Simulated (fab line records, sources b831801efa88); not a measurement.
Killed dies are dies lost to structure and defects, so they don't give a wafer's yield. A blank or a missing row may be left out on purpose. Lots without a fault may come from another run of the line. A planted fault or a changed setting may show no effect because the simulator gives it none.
Chamber matching | flow gf180mcu | GF_V2_CMP_26 on cmp-01: 4 sister chambers
The step polishes, stops on SiO2, t overpolish 15 s, target thk 0 nm. 8 wafers are shown with their chamber, then 7 later ones without.

WAFERS WITH THEIR CHAMBER
wafer  | chamber | time_to_endpoint_s (s) | platen_rpm (rpm)
L578.1 | 3       | 84                     | 59.95
L580.1 | 0       | 84                     | 59.98
L580.6 | 2       | 77                     | 59.97
L582.3 | 2       | 78                     | 60.01
L582.4 | 0       | 83                     | 60.05
L582.6 | 1       | 74                     | 60.00
L589.1 | 1       | 75                     | 59.97
L589.2 | 3       | 81                     | 59.96

WAFERS WITHOUT THEIR CHAMBER
wafer  | time_to_endpoint_s (s) | platen_rpm (rpm)
L589.3 | 87                     | 60.00
L591.3 | 77                     | 59.95
L591.4 | 80                     | 59.96
L591.6 | 78                     | 60.01
L593.2 | 76                     | 59.97
L593.3 | 81                     | 59.97
L593.5 | 80                     | 60.02

WHICH CHAMBER EACH WENT THROUGH
wafer  | from the rows above          | in truth
L589.3 | can't be placed: 0 or 3      | 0
L591.3 | can't be placed: 2 or 1      | 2
L591.4 | can't be placed: 3 or 2 or 0 | 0
L591.6 | 2                            | 2
L593.2 | can't be placed: 1 or 2      | 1
L593.3 | can't be placed: 3 or 0 or 2 | 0
L593.5 | can't be placed: 2 or 0 or 3 | 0
Placed correctly: 1 of 7. Can't be placed from these rows: 6 (the true chamber is among the candidates in 6). Placed wrongly: 0.
How it was worked out, from the rows above alone: a wafer's distance from a chamber is the root of the sum, over the readings, of the square of ((its reading less the chamber's mean) divided by the reading's scatter). The wafer belongs to the nearest chamber; if the next one is less than 2 further off, it can't be placed. A chamber's mean is the mean of its shown wafers. The scatter: the root of (the sum of the squares of (reading less its chamber's mean) over the shown wafers, divided by (wafers less chambers)).
